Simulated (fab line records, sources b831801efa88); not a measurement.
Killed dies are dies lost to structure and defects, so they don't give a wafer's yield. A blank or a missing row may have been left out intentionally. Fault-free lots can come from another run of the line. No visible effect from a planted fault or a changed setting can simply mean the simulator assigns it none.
Which tool was responsible? | flow sky130 | 72 wafers from 24 lots sampled at 4 of the route's 708 steps

== WHAT THE GAUGES SHOWED, per wafer ==
SKY_VIA1_THK_MEAS_01. Usual: VIA1_HDPCVD_THK gives 1030 nm (standard deviation 12).
lot  | measured     | on            | VIA1_HDPCVD_THK (nm) | flag
L075 | day 32 18:42 | film_metro-01 | 1030 1032 1025       |
L074 | day 32 18:52 | film_metro-04 | 1034 1029 1021       |
L076 | day 33 05:02 | film_metro-01 | 1043 1043 1041       |
L077 | day 33 09:54 | film_metro-02 | 1044 1047 1049       |
L078 | day 33 14:39 | film_metro-04 | 1038 1042 1068       |
L079 | day 34 03:21 | film_metro-02 | 1042 1026 1039       |
L080 | day 34 10:50 | film_metro-01 | 1032 1023 1038       |
L081 | day 35 08:57 | film_metro-02 | 1020 1020 1028       |
L082 | day 35 15:34 | film_metro-02 | 1021 1029 1026       |
L083 | day 35 16:01 | film_metro-04 | 1006 1006 1022       |
L084 | day 36 00:23 | film_metro-01 | 1032 1009 1020       |
L085 | day 36 04:30 | film_metro-01 | 1028 1031 1028       |
L087 | day 37 08:56 | film_metro-04 | 1026 1034 1039       |
L086 | day 37 09:37 | film_metro-04 | 1014 1000 1015       |
L088 | day 37 12:20 | film_metro-01 | 1031 1050 1058       |
L089 | day 37 22:35 | film_metro-01 | 1021 1006 1022       |
L092 | day 38 01:40 | film_metro-01 | 1032 1039 1020       |
L090 | day 38 03:31 | film_metro-04 | 1012 1023 1020       |
L091 | day 38 06:10 | film_metro-04 | 1007 1039 1031       |
L093 | day 38 11:04 | film_metro-01 | 1030 1033 1034       |
L094 | day 38 16:13 | film_metro-02 | 1027 1038 1034       |
L095 | day 39 01:33 | film_metro-04 | 1022 1041 1031       |
L096 | day 39 11:10 | film_metro-04 | 1031 1016 1042       |
L097 | day 39 15:28 | film_metro-02 | 1045 1030 1036       |

SKY_VIA1_RS_MEAS_22: a four-point-probe measurement. Usual: VIA1_W_RS gives 0.428 ohm/sq (standard deviation 0.0043).
lot  | measured     | on            | VIA1_W_RS (ohm/sq) | flag
L075 | day 34 00:05 | film_metro-02 | 0.425 0.427 0.421  |
L074 | day 34 00:21 | film_metro-01 | 0.424 0.425 0.431  |
L076 | day 34 09:19 | film_metro-04 | 0.432 0.434 0.433  |
L077 | day 34 14:14 | film_metro-02 | 0.435 0.427 0.425  |
L078 | day 34 18:58 | film_metro-02 | 0.427 0.433 0.429  |
L079 | day 35 06:53 | film_metro-01 | 0.425 0.428 0.424  |
L080 | day 35 13:55 | film_metro-04 | 0.424 0.430 0.430  |
L081 | day 36 12:44 | film_metro-01 | 0.430 0.427 0.430  |
L082 | day 36 18:56 | film_metro-04 | 0.435 0.434 0.424  |
L083 | day 36 19:31 | film_metro-02 | 0.427 0.431 0.428  |
L084 | day 37 04:03 | film_metro-02 | 0.429 0.433 0.429  |
L085 | day 37 08:23 | film_metro-02 | 0.429 0.422 0.431  |
L087 | day 38 11:14 | film_metro-04 | 0.424 0.418 0.434  |
L086 | day 38 12:36 | film_metro-02 | 0.429 0.427 0.429  |
L088 | day 38 14:54 | film_metro-02 | 0.427 0.429 0.423  |
L089 | day 39 00:28 | film_metro-04 | 0.428 0.426 0.431  |
L092 | day 39 04:07 | film_metro-02 | 0.430 0.423 0.425  |
L090 | day 39 05:33 | film_metro-01 | 0.429 0.429 0.426  |
L091 | day 39 08:25 | film_metro-04 | 0.435 0.430 0.424  |
L093 | day 39 12:40 | film_metro-04 | 0.418 0.421 0.422  |
L094 | day 39 17:52 | film_metro-04 | 0.422 0.428 0.428  |
L095 | day 40 03:22 | film_metro-02 | 0.425 0.429 0.432  |
L096 | day 40 13:17 | film_metro-02 | 0.431 0.434 0.431  |
L097 | day 40 17:51 | film_metro-01 | 0.427 0.426 0.432  |

SKY_METAL3_OVL_MEAS_14. Usual: METAL3_OVL gives 4 nm (standard deviation 5.8).
lot  | measured     | on         | METAL3_OVL (nm) | flag
L075 | day 38 11:23 | overlay-02 | 14 5 10         |
L074 | day 38 12:50 | overlay-02 | 4 7 4           |
L076 | day 38 20:57 | overlay-01 | 12 3 15         |
L077 | day 39 00:56 | overlay-02 | -2 8 7          |
L078 | day 39 06:42 | overlay-01 | -1 -1 1         |
L079 | day 39 17:38 | overlay-02 | 1 3 7           |
L080 | day 40 00:18 | overlay-02 | 5 8 7           |
L081 | day 40 22:53 | overlay-01 | 2 -7 9          |
L082 | day 41 01:59 | overlay-02 | -7 3 -3         |
L083 | day 41 03:09 | overlay-01 | 0 -3 -2         |
L084 | day 41 12:47 | overlay-01 | 2 -4 -5         |
L085 | day 41 14:25 | overlay-01 | 6 6 5           |
L087 | day 42 14:43 | overlay-01 | 3 4 0           |
L086 | day 42 16:20 | overlay-02 | 1 -3 -3         |
L088 | day 42 18:15 | overlay-01 | -5 9 0          |
L089 | day 43 05:06 | overlay-01 | 10 15 10        |
L092 | day 43 07:46 | overlay-01 | 12 8 4          |
L090 | day 43 09:23 | overlay-02 | 1 9 5           |
L091 | day 43 11:33 | overlay-02 | 6 8 -8          |
L093 | day 43 13:59 | overlay-02 | 8 8 6           |
L094 | day 43 20:20 | overlay-02 | 8 3 9           |
L095 | day 44 04:30 | overlay-02 | 7 8 14          |
L096 | day 44 12:17 | overlay-02 | 0 8 3           |
L097 | day 44 20:32 | overlay-02 | -1 1 -1         |

SKY_VIA4_THK_MEAS_01. Usual: VIA4_HDPCVD_THK gives 1740 nm (standard deviation 20).
lot  | measured     | on            | VIA4_HDPCVD_THK (nm) | flag
L075 | day 41 16:48 | film_metro-03 | 1762 1746 1755       |
L074 | day 41 19:12 | film_metro-03 | 1739 1734 1767       |
L076 | day 42 02:25 | film_metro-04 | 1712 1741 1702       |
L077 | day 42 05:59 | film_metro-04 | 1729 1734 1738       |
L078 | day 42 12:30 | film_metro-01 | 1725 1760 1732       |
L079 | day 42 22:01 | film_metro-04 | 1722 1732 1763       |
L080 | day 43 03:05 | film_metro-03 | 1783 1754 1786       |
L081 | day 44 02:02 | film_metro-03 | 1740 1735 1748       |
L082 | day 44 03:50 | film_metro-03 | 1756 1725 1695       |
L083 | day 44 05:20 | film_metro-03 | 1729 1728 1731       |
L084 | day 44 14:26 | film_metro-04 | 1756 1741 1752       |
L085 | day 44 16:56 | film_metro-03 | 1749 1759 1726       |
L087 | day 45 15:10 | film_metro-01 | 1746 1775 1725       |
L086 | day 45 16:38 | film_metro-04 | 1745 1749 1745       |
L088 | day 45 18:13 | film_metro-04 | 1716 1713 1758       |
L089 | day 46 05:01 | film_metro-01 | 1741 1728 1721       |
L092 | day 46 06:37 | film_metro-03 | 1737 1745 1775       |
L090 | day 46 08:25 | film_metro-04 | 1763 1719 1718       |
L091 | day 46 10:21 | film_metro-04 | 1713 1739 1709       |
L093 | day 46 12:08 | film_metro-01 | 1758 1725 1720       |
L094 | day 46 16:36 | film_metro-03 | 1754 1757 1730       |
L095 | day 47 00:59 | film_metro-04 | 1774 1758 1737       |
L096 | day 47 08:10 | film_metro-04 | 1779 1736 1737       |
L097 | day 47 13:53 | film_metro-04 | 1699 1755 1711       |

== TOOL THAT RAN EACH LOT (tool first, then ch and the chambers of the sampled wafers, then the start) ==
The record shows no process step preceding these readings.

== WHAT THE TOOLS THEMSELVES READ (means of the sampled wafers that have a number; where no wafer has one, the mark that the record gives instead) ==
The record holds no such reading with a usual standard deviation.

== THE ANSWER, worked out from the rows above alone ==
Rule: a lot counts as off when the mean over its wafers that have a number is more than 3 standard deviations away from the usual mean. A lot without any number at a reading at which 4 lots or more have one is off too. Any other lot the step has rows for is counted as sound. Order of review: gauges by route order, followed by the tools' own readings, for which a lot's mean as printed above is used. The first step at which some lot is off is used, and at that step the reading that is off furthest; a lot without a number counts as furthest.
Nothing can be told from this: no lot is off at any reading shown.

== WHAT THE SIMULATOR HAD PUT IN ==
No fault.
